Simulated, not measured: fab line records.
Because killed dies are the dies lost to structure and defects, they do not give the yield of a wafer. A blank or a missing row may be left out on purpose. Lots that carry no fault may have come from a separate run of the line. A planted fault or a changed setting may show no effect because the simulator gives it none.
2 desks, one fault -- flow sfq line -- each desk has only its own numbers; what lay behind them comes last

THE METROLOGY DESK
Means of the sampled wafers that have a number, per lot and without regard to the tool the lot ran on: this is what the gauges read. A lot is out of limits, marked OUT, if its mean lies more than 4 standard deviations from the usual mean; the brackets give that distance.
Columns: A = L0V_OVL at SFQ_L0V_OVL_MEAS_903, usual 1 nm
lot,first seen here,A
L479,day 7 17:47,1
L488,day 11 11:14,9
L489,day 11 13:38,1
L494,day 12 18:34,-3
L495,day 13 06:41,4
This desk found nothing out of limits on any of the 5 lots.

DESK OF THE TOOL OWNER: rie diel-03
The tool's own readings at SFQ_TRILAYER_L0_VIA_BARC_OPEN_VIA_ETCH_021 (etches BARC in O2, target depth 125 nm, time 41.7 s): means of the sampled wafers that have a number, for each lot that ran on this tool. A lot is out of limits, marked OUT, if its mean lies more than 4 standard deviations from the usual mean; the brackets give that distance.
Columns: A = bias w at SFQ_TRILAYER_L0_VIA_BARC_OPEN_VIA_ETCH_021, usual 80.00 W; B = drypump motor current A at SFQ_TRILAYER_L0_VIA_BARC_OPEN_VIA_ETCH_021, usual 5.6 A; C = oes product au at SFQ_TRILAYER_L0_VIA_BARC_OPEN_VIA_ETCH_021, usual 0.685 a.u.
lot,first seen here,A,B,C
L479,day 7 17:48,79.98,5.9,0.681
L489,day 11 13:40,79.96,5.9,0.683
L495,day 13 06:43,79.97,5.8,0.686
This desk found nothing out of limits on any of the 3 lots.

BROUGHT TOGETHER
Nothing out of limits was seen by the metrology desk.
Nothing out of limits was seen by the tool owner's desk.

WHAT THE SIMULATOR HAD PUT IN
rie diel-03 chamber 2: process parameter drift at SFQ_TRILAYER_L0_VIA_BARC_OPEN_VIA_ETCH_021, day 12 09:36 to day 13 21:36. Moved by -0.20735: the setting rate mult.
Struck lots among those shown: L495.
